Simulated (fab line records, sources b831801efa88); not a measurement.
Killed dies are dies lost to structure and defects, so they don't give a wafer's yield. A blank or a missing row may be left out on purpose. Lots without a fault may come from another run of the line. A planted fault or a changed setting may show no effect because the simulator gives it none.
Chamber matching | flow sky130 | SKY_CONTACT_CMP_04 on cmp-01: 4 sister chambers
The step polishes SiO2. 4 wafers are shown with their chamber, then 12 later ones without.

WAFERS WITH THEIR CHAMBER
wafer  | chamber | motor_current_A (A)
L089.1 | 2       | 10.7
L089.2 | 1       | 13.9
L089.3 | 0       | 10.9
L089.5 | 3       | 13.7

WAFERS WITHOUT THEIR CHAMBER
wafer  | motor_current_A (A)
L090.2 | 10.5
L090.3 | 13.9
L090.6 | 13.5
L095.1 | 11.0
L095.4 | 10.5
L095.5 | 13.1
L096.1 | 13.8
L096.3 | 10.2
L096.4 | 13.9
L096.2 | 10.6
L096.5 | 10.5
L096.6 | 13.9

WHICH CHAMBER EACH WENT THROUGH
wafer  | from the rows above     | in truth
L090.2 | can't be placed: 2 or 0 | 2
L090.3 | can't be placed: 1 or 3 | 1
L090.6 | can't be placed: 3 or 1 | 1
L095.1 | can't be placed: 0 or 2 | 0
L095.4 | can't be placed: 2 or 0 | 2
L095.5 | can't be placed: 3 or 1 | 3
L096.1 | can't be placed: 1 or 3 | 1
L096.3 | can't be placed: 2 or 0 | 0
L096.4 | can't be placed: 1 or 3 | 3
L096.2 | can't be placed: 2 or 0 | 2
L096.5 | can't be placed: 2 or 0 | 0
L096.6 | can't be placed: 1 or 3 | 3
Placed correctly: 0 of 12. Can't be placed from these rows: 12 (the true chamber is among the candidates in 12). Placed wrongly: 0.
How it was worked out, from the rows above alone: a wafer's distance from a chamber is the root of the sum, over the readings, of the square of ((its reading less the chamber's mean) divided by the reading's scatter). The wafer belongs to the nearest chamber; if the next one is less than 2 further off, it can't be placed. A chamber's mean is the mean of its shown wafers. The scatter: with one shown wafer a chamber, the root of the mean of the squares of how far each hidden wafer lies from its nearest shown one.
